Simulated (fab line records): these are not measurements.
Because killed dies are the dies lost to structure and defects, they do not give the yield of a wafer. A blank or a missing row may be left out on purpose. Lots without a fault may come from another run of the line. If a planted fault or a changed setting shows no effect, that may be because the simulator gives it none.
A struck lot beside a sound one / flow sky130 / 14 steps out of a route of 708
Sound: wafers L896.1, L896.4, L896.5. The struck wafers were L915.1, L915.2, L915.5. The cause is given at the end.
For every step that has rows: the tool of each side, followed by ch and its chambers, followed by its first start. Under that, the readings that differ: sound wafers / struck wafers / difference of the means / sigmas: that difference in standard deviations of wafers without a fault.
alike: a reading whose means differ by less than 2 such deviations, as well as words and numbers matching on both sides. not compared: withheld readings; readings where some wafer has no value; bounds like >300 that might hide an equal value; numbers whose values overlap and for which the record gives no deviation.
The two part at a step that has a row with sigmas, a row that says differs or no value, or rows on one side only. Non-overlapping numbers with no deviation appear without sigmas and do not part them. A reading that every wafer of one side lacks parts them only if that side has two wafers or more.

SKY_VIA2_ETCH_14: etches BARC in N2/H2, stops on SiO2, time 45.9 s, target depth 60 nm.
  sound on rie-diel-02 ch 0,1, day 36 12:37; struck on rie-diel-01 ch 1,2, day 42 07:16
  alike: drypump-motor-current-A, oes-product-au, throttle-valve-pct
  not compared: rf-hours-counter-h
then, 1 step without rows for these wafers: SKY_VIA2_ETCH_15 (etches SiO2 in C4F8/O2/Ar, stops on TiN, target depth 546 nm, time 84 s).
SKY_VIA2_STRIP_16: strips in O2/N2.
  sound on plasma-asher-04 ch 0,1, day 36 12:43; struck on plasma-asher-04 ch 0,1, day 42 07:25
  alike: drypump-motor-current-A, oes-product-au, strip-time-to-endpoint-s
  not compared: rf-hours-counter-h
then, 3 steps without rows for these wafers: SKY_VIA2_STRIP_17 (strips in post etch residue remover, time 1200 s); SKY_VIA2_CLEAN_18 (cleans in IPA, time 180 s); SKY_VIA2_CLEAN_19 (cleans in O3/DIW).
SKY_VIA2_SPUTTER_20: material TiN, target thk 20 nm, time 80 s.
  sound: pvd-sputter-03 at day 36 13:19; struck: pvd-sputter-03 at day 42 08:04
  alike: cathode-dc-power-W, chamber-pressure-pa, throttle-valve-pct
SKY_VIA2_CVD_21: deposits W, target thk 420 nm, time 126.4 s.
  sound on cvd-w-01 ch 0,1, day 36 13:22; struck on cvd-w-01 ch 0,1, day 42 08:07
  alike: heater-power-w
SKY_VIA2_RS_MEAS_22: a four-point-probe measurement.
  sound: film-metro-02 at day 36 13:30; struck: film-metro-01 at day 42 08:15
  alike: VIA2_W_RS
SKY_VIA2_THK_MEAS_23: measures by xrf.
  sound: film-metro-02 at day 36 13:37; struck: film-metro-01 at day 42 08:22
  alike: VIA2_W_THK
then, 2 steps without rows for these wafers: SKY_VIA2_CMP_24 (polishes, stops on SiO2, t overpolish 20 s, target thk 0 nm); SKY_METAL3_SPUTTER_00 (material Ti, target thk 15 nm, time 10 s).
SKY_METAL3_SPUTTER_01: material TiN, target thk 20 nm, time 16.7 s.
  sound: pvd-sputter-01 at day 36 14:16; struck: pvd-sputter-01 at day 42 08:45
  no value came back on the struck wafers for cathode-dc-power-W (W), chamber-pressure-pa (Pa), throttle-valve-pct (%); on the sound wafers cathode-dc-power-W (W) reads 6499.9 6500.8 6500.6
SKY_METAL3_SPUTTER_02: material AlCu, target thk 735 nm, time 39.1 s.
  sound: pvd-sputter-01 at day 36 14:17; struck: pvd-sputter-01 at day 42 08:47
  alike: cathode-dc-power-W, chamber-pressure-pa, throttle-valve-pct

## WHERE THEY PART
Only at SKY_METAL3_SPUTTER_01, within this record. Later steps at which nothing parts them and some readings are alike: SKY_METAL3_SPUTTER_02.

WHY: whatever the simulator had introduced
Skipped step whole: pvd-sputter-01, from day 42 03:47 on, at SKY_METAL3_SPUTTER_01. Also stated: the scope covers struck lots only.
